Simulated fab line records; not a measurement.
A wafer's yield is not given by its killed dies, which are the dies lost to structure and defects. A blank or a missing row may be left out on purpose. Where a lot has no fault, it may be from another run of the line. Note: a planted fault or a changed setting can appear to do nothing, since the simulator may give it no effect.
What tool caused it? -- flow sfq_line -- 15 lots (45 wafers sampled), 1 step of a 325-step route

== WHAT THE GAUGES SHOWED, per wafer ==
SFQ_L0_THK_MEAS_902: measures by xrf.
lot,measured,on,L0_MONX_KI_THK (nm)
L884,day 1 17:42,film_metro-01,39.5 40.3 39.3
L885,day 1 22:41,film_metro-04,39.9 39.4 39.3
L886,day 2 03:41,film_metro-03,38.9 38.5 38.6
L887,day 2 08:41,film_metro-04,39.9 39.8 39.8
L894,day 3 19:41,film_metro-04,39.4 39.5 39.6
L895,day 4 00:42,film_metro-03,39.3 39.7 39.4
L897,day 4 10:41,film_metro-03,39.2 38.6 39.2
L898,day 4 15:41,film_metro-04,39.6 39.3 39.8
L900,day 5 01:41,film_metro-04,39.4 38.9 38.8
L901,day 5 06:42,film_metro-04,39.1 39.2 39.7
L902,day 5 11:41,film_metro-04,39.7 39.5 38.8
L903,day 5 16:41,film_metro-01,39.6 39.6 40.0
L904,day 5 21:41,film_metro-01,39.1 39.2 40.1
L905,day 6 02:41,film_metro-01,38.3 39.3 38.3
L906,day 6 07:41,film_metro-01,39.6 39.1 40.0

== EACH LOT AND THE TOOL THAT RAN IT (in order: tool; ch and the chambers of the sampled wafers; start) ==
The record shows no process step preceding these readings.

== WHAT THE TOOLS THEMSELVES READ (means of the sampled wafers that have a number; where no wafer has one, the mark that the record gives instead) ==
The record holds no such reading with a usual standard deviation.

== THE ANSWER, worked out from the rows above alone ==
Rule: the lots themselves supply what counts as usual. Put in order of their means at a reading, lots are off if they are a third of the lots or fewer, leave a main group of 4 or more, and stand apart from it by a gap of 3 or more times the standard deviation of the main group's means; of several such gaps the widest counts. If all means in a main group match to the digits the tables above print for the reading, that group is not used. A lot without any number at a reading at which 4 lots or more have one is off too. Where the step has rows for the other lots, those lots are counted as sound. After the gauges, taken in route order, come the tools' own readings; for these a lot's mean is taken, as printed above. The first step at which some lot is off is used, and at that step the reading that is off furthest; a lot without a number counts as furthest.
Nothing can be told from this: no lot is off at any reading shown.

== WHAT THE SIMULATOR HAD INSERTED ==
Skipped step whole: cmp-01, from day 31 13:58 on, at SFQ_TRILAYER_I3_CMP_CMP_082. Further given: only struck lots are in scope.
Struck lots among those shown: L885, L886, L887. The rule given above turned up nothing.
